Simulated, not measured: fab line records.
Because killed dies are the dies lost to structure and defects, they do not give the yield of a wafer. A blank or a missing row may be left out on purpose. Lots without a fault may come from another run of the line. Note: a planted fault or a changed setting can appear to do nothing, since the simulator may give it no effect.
fab line records	flow sky130
record lots=12	wafers=36	last-day=50
route steps=708 shown VIA1@459 VIA2@509 CAPM@538
lots that met no fault: taken from a fault-free run of the same line
start-h: start of the lot's first displayed wafer, in hours after the record's first day	wait-h: hours since the lot's step before	" repeats the value in the row above	L1.1+2: one row covering several wafers at once	- no value, or no start was given	* or withheld: withheld	< > ~ a bound
route shown NAME@n: names a module that has steps shown in the file, with the first one's number in the route	usual: mean and standard deviation over wafers with no fault	same: alike in all rows	chamber/n: place in a boat	sites: the reading at each site	_std_site: how widely they spread, as a standard deviation	_edge_site: the outer-site mean with the inner-site mean subtracted	radius-mm: how far each site lies from the wafer's centre	mask NAME#n: copy n	behind: the most recent tool/chamber to have shaped the wafer	hold: why the lot was held/for how many hours/how that ended	device: the transistor (n, p or np) that didn't switch	end of line: the tests these same wafers got at the end of their route	a step without rows: its recipe alone	killed: count of dies lost to structure and defects at first sort (not the wafer's yield)	map: dies across one wafer; x = killed, . = not, _ = none there
set.NAME: the setting as run; set.NAME@STEP: as run at that earlier step	model.NAME: the simulator's own value behind a step, which no gauge read
route steps across a sampled set of lots; one table per step, one row per wafer
services: a tool's chamber out of use, with start hour (start-h, from the record's first day; less than 0 if before it), hours out, and reason
## steps
# step SKY_VIA1_THK_MEAS_01
# recipe reads=SiO2_of_VIA1_HDPCVD_00
# usual VIA1_HDPCVD_THK=1032/8.2
lot.wafer	tool	chamber	start-h	wait-h	VIA1_HDPCVD_THK[nm]
L485.2	film-metro-03	-	795.34	0.1	1043
L485.3	"	-	"	"	1040
L485.5	"	-	"	"	1042
L484.2	film-metro-03	-	797.08	0.1	1033
L484.3	"	-	"	"	1023
L484.6	"	-	"	"	1037
L487.2	film-metro-03	-	798.99	0.1	1022
L487.3	"	-	"	"	1023
L487.4	"	-	"	"	1023
L489.1	film-metro-03	-	820.99	0.1	1033
L489.2	"	-	"	"	1035
L489.3	"	-	"	"	1028
L491.1	film-metro-01	-	828.17	0.1	1032
L491.2	"	-	"	"	1032
L491.5	"	-	"	"	1038
L492.1	film-metro-01	-	829.69	0.1	1036
L492.4	"	-	"	"	1049
L492.6	"	-	"	"	1030
L494.2	film-metro-04	-	841.75	0.1	1030
L494.4	"	-	"	"	1032
L494.5	"	-	"	"	1023
L493.2	film-metro-01	-	842.75	0.1	1042
L493.4	"	-	"	"	1031
L493.5	"	-	"	"	1045
L498.3	film-metro-04	-	871.60	0.1	1026
L498.5	"	-	"	"	1032
L498.6	"	-	"	"	1028
L499.1	film-metro-01	-	888.24	0.1	1031
L499.2	"	-	"	"	1033
L499.6	"	-	"	"	1029
L503.1	film-metro-03	-	916.10	0.1	1041
L503.2	"	-	"	"	1037
L503.6	"	-	"	"	1046
L504.1	film-metro-04	-	920.07	0.1	1044
L504.3	"	-	"	"	1040
L504.6	"	-	"	"	1044
# step SKY_VIA2_CMP_02
# recipe material=SiO2	down-force-psi=4	platen-rpm=60	pad-velocity-m-s=0.94248
# usual head-pressure-psi=4.000/0.0086	motor-current-A=11.7/0.68	slurry-flow-ml-min=149.9/0.47
lot.wafer	tool	chamber	start-h	wait-h	head-pressure-psi	motor-current-A	slurry-flow-ml-min
L485.3	cmp-01	2	852.86	0.1	3.994	12.4	150.9
L485.2	"	3	"	"	3.989	10.4	149.3
L485.5	"	1	"	"	4.009	12.2	149.6
L484.2	cmp-02	1	853.45	0.0	3.990	12.2	150.0
L484.3	"	0	"	"	4.008	11.9	150.7
L484.6	"	1	"	"	3.996	13.4	150.3
L487.3	cmp-02	1	855.48	0.0	4.007	12.6	149.9
L487.2	"	2	"	"	4.009	11.1	150.8
L487.4	"	0	"	"	4.014	11.5	150.0
L489.1	cmp-02	2	875.09	0.1	3.998	11.1	150.2
L489.2	"	3	"	"	4.000	12.1	150.3
L489.3	"	0	"	"	4.013	11.8	150.4
L491.2	cmp-01	3	883.96	0.4	4.007	11.1	150.0
L491.1	"	1	"	"	4.004	12.1	150.5
L491.5	"	0	"	"	3.992	12.1	148.8
L492.4	cmp-01	0	885.12	0.0	3.974	12.5	149.5
L492.1	"	1	"	"	3.994	11.7	149.0
L492.6	"	0	"	"	3.996	12.3	150.1
L494.4	cmp-01	0	895.92	0.1	4.011	12.5	150.3
L494.2	"	1	"	"	4.004	11.9	150.2
L494.5	"	3	"	"	3.988	10.8	149.1
L493.2	cmp-01	1	896.37	0.0	4.012	11.5	149.5
L493.4	"	0	"	"	3.990	12.4	149.8
L493.5	"	2	"	"	3.992	11.4	149.2
L498.3	cmp-01	0	924.89	0.1	3.990	11.8	149.4
L498.5	"	2	"	"	3.990	11.6	150.3
L498.6	"	3	"	"	3.999	10.7	149.2
L499.2	cmp-01	1	940.83	0.1	4.001	12.2	150.4
L499.1	"	2	"	"	3.994	11.9	149.8
L499.6	"	0	"	"	3.995	12.1	150.6
L503.2	cmp-02	1	967.95	0.1	3.996	12.8	150.2
L503.1	"	3	"	"	3.998	11.0	149.6
L503.6	"	0	"	"	4.006	11.7	150.3
L504.1	cmp-02	2	971.64	0.2	3.993	10.9	150.0
L504.3	"	0	"	"	3.999	11.8	150.7
L504.6	"	2	"	"	4.002	11.2	150.1
# step SKY_VIA2_ETCH_15
# recipe target=SiO2	chemistry=C4F8/O2/Ar	target-depth-nm=546	stop-on=TiN	mask-material=KrF-thick	source-w=1500	bias-w=1200	pressure-mtorr=40	c4f8-flow-sccm=withheld	O2_flow_sccm=6	Ar_flow_sccm=300	time-s=84
# usual bias-w=1200/3.3	oes-product-au=0.940/0.0044
lot.wafer	tool	chamber	start-h	wait-h	bias-w	oes-product-au	rf-hours-counter-h
L485.2	rie-diel-01	1	879.69	0.0	1197	0.946	16
L485.3	"	0	"	"	1204	0.942	24
L485.5	"	1	"	"	1196	0.933	-
L484.2	rie-diel-04	2	879.99	0.0	1210	0.942	10
L484.3	"	1	"	"	1204	0.937	19
L484.6	"	1	"	"	1199	0.939	-
L487.2	rie-diel-04	3	882.14	0.0	1203	0.940	10
L487.3	"	2	"	"	1198	0.939	11
L487.4	"	0	"	"	1196	0.933	15
L489.1	rie-diel-04	2	900.89	0.0	1207	0.941	11
L489.2	"	3	"	"	1203	0.942	11
L489.3	"	1	"	"	1197	0.938	20
L491.1	rie-diel-01	3	909.54	0.0	1193	0.937	17
L491.2	"	0	"	"	1202	0.942	25
L491.5	"	0	"	"	1203	0.931	-
L492.1	rie-diel-04	2	910.54	0.0	1202	0.942	11
L492.4	"	3	"	"	1196	0.936	11
L492.6	"	1	"	"	1201	0.941	-
L494.2	rie-diel-01	2	921.14	0.0	1203	0.934	10
L494.4	"	0	"	"	1202	0.936	26
L494.5	"	3	"	"	1198	0.932	-
L493.2	rie-diel-04	0	921.49	0.0	1201	0.938	17
L493.4	"	2	"	"	1198	0.947	12
L493.5	"	3	"	"	1203	0.946	-
L498.3	rie-diel-02	0	949.84	0.0	1200	0.988	10
L498.5	"	0	"	"	1201	0.985	-
L498.6	"	3	"	"	1207	0.989	-
L499.1	rie-diel-04	0	965.79	0.0	1202	0.985	18
L499.2	"	3	"	"	1202	0.990	13
L499.6	"	3	"	"	1206	0.990	-
L503.1	rie-diel-02	0	991.94	0.0	1200	0.938	11
L503.2	"	3	"	"	1209	0.946	14
L503.6	"	1	"	"	1201	0.943	-
L504.1	rie-diel-04	0	995.72	0.0	1203	0.939	20
L504.3	"	0	"	"	1203	0.942	-
L504.6	"	1	"	"	1205	0.933	-
# step SKY_CAPM_THK_MEAS_01
# recipe reads=SiO2_of_CAPM_CVD_00
# usual CAPM_CVD_00_THK=15.61/0.18
lot.wafer	tool	chamber	start-h	wait-h	CAPM_CVD_00_THK[nm]
L485.2	film-metro-04	-	881.84	-	15.76
L485.3	"	-	"	"	15.60
L485.5	"	-	"	"	15.60
L484.2	film-metro-04	-	882.45	-	15.61
L484.3	"	-	"	"	15.56
L484.6	"	-	"	"	15.75
L487.2	film-metro-02	-	884.24	-	15.36
L487.3	"	-	"	"	15.38
L487.4	"	-	"	"	15.31
L489.1	film-metro-02	-	902.43	-	15.55
L489.2	"	-	"	"	15.56
L489.3	"	-	"	"	15.43
L491.1	film-metro-04	-	911.06	-	15.33
L491.2	"	-	"	"	15.29
L491.5	"	-	"	"	15.62
L492.1	film-metro-02	-	912.05	-	15.49
L492.4	"	-	"	"	15.57
L492.6	"	-	"	"	15.75
L494.2	film-metro-03	-	922.66	-	15.66
L494.4	"	-	"	"	15.89
L494.5	"	-	"	"	15.76
L493.2	film-metro-02	-	923.09	-	15.44
L493.4	"	-	"	"	15.93
L493.5	"	-	"	"	15.57
L498.3	film-metro-03	-	951.47	-	15.76
L498.5	"	-	"	"	15.79
L498.6	"	-	"	"	15.67
L499.1	film-metro-04	-	967.41	-	15.53
L499.2	"	-	"	"	15.31
L499.6	"	-	"	"	15.64
L503.1	film-metro-04	-	993.46	-	15.56
L503.2	"	-	"	"	15.65
L503.6	"	-	"	"	15.72
L504.1	film-metro-03	-	997.30	-	15.64
L504.3	"	-	"	"	15.67
L504.6	"	-	"	"	15.86
# step SKY_CAPM_OVL_MEAS_12
# usual CAPM_OVL=0.6/1.3
lot.wafer	tool	chamber	start-h	wait-h	CAPM_OVL[nm]
L485.2	overlay-01	-	906.75	0.1	0.0
L485.3	"	-	"	"	0.4
L485.5	"	-	"	"	1.4
L484.2	overlay-01	-	907.05	0.1	1.0
L484.3	"	-	"	"	-0.5
L484.6	"	-	"	"	1.6
L487.2	overlay-01	-	909.10	0.1	1.8
L487.3	"	-	"	"	1.6
L487.4	"	-	"	"	1.2
L489.1	overlay-02	-	927.59	0.1	-1.1
L489.2	"	-	"	"	-1.2
L489.3	"	-	"	"	0.1
L491.1	overlay-01	-	935.75	0.1	-0.6
L491.2	"	-	"	"	-1.5
L491.5	"	-	"	"	0.2
L492.1	overlay-02	-	936.29	0.1	0.3
L492.4	"	-	"	"	-1.4
L492.6	"	-	"	"	0.5
L494.2	overlay-02	-	946.40	0.1	1.4
L494.4	"	-	"	"	1.5
L494.5	"	-	"	"	0.0
L493.2	overlay-02	-	947.50	0.1	0.2
L493.4	"	-	"	"	-0.7
L493.5	"	-	"	"	-1.8
L498.3	overlay-01	-	975.11	0.1	-1.1
L498.5	"	-	"	"	0.2
L498.6	"	-	"	"	-1.2
L499.1	overlay-01	-	990.64	0.1	3.1
L499.2	"	-	"	"	3.1
L499.6	"	-	"	"	2.0
L503.1	overlay-02	-	1016.64	0.1	1.1
L503.2	"	-	"	"	1.0
L503.6	"	-	"	"	2.3
L504.1	overlay-02	-	1020.35	0.1	1.2
L504.3	"	-	"	"	-0.1
L504.6	"	-	"	"	0.9
## services
tool	chamber	start-h	hours	kind
cmp-01	-	829.99	4.0	pm
rie-diel-01	2	839.22	10.1	repair
cmp-01	-	842.75	0.4	repair
rie-diel-04	-	854.78	1.1	repair
rie-diel-02	3	860.19	7.9	repair
cmp-01	-	873.79	9.9	pm
cmp-02	-	889.75	6.3	pm
cmp-02	-	897.26	3.0	repair
rie-diel-01	3	897.86	6.3	repair
cmp-01	-	903.37	2.6	repair
cmp-02	-	905.59	1.4	repair
cmp-01	-	912.17	4.0	pm
cmp-02	-	917.61	5.5	repair
cmp-02	-	931.48	0.6	repair
cmp-01	-	952.13	1.7	repair
rie-diel-04	-	957.40	1.7	repair
cmp-02	-	968.66	2.0	repair
rie-diel-04	2	971.71	29.8	repair
rie-diel-01	0	980.65	8.1	repair
cmp-02	-	981.47	1.7	repair
rie-diel-04	3	982.00	45.3	repair
rie-diel-01	3	983.46	3.2	repair
rie-diel-04	1	985.02	5.1	repair
cmp-02	-	992.62	1.0	repair
## key
first-sign step=SKY_VIA2_ETCH_15	reading=oes-product-au	direction=up	sigmas=11	usual=0.940	struck=0.988
effect none on later readings
met-at SKY_VIA2_CMP_02
struck-lots L498,L499
tester-left-out L498,L499
not-acting-at SKY_VIA1_THK_MEAS_01,SKY_CAPM_THK_MEAS_01,SKY_CAPM_OVL_MEAS_12
onset-between 896.37 924.89
earlier-fault kind=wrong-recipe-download	tool=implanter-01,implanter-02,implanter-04	chamber=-	onset-h=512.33	steps=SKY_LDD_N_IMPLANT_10	wrong-recipe.not-listed=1
fault kind=process-parameter-drift	tool=cmp-01	chamber=-	onset-h=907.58	steps=SKY_VIA2_CMP_02	channel=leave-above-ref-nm	offset=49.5	shape=step	end-h=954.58	acts-in=these-recipes-only	stated=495
# tester-left-out: of these lots the tester's yield and bins aren't shown, on N5 and GAA mostly nor the transistor test; their killed dies are dies lost to structure and defects alone, not to doping, threshold or leakage, so they don't give the yield
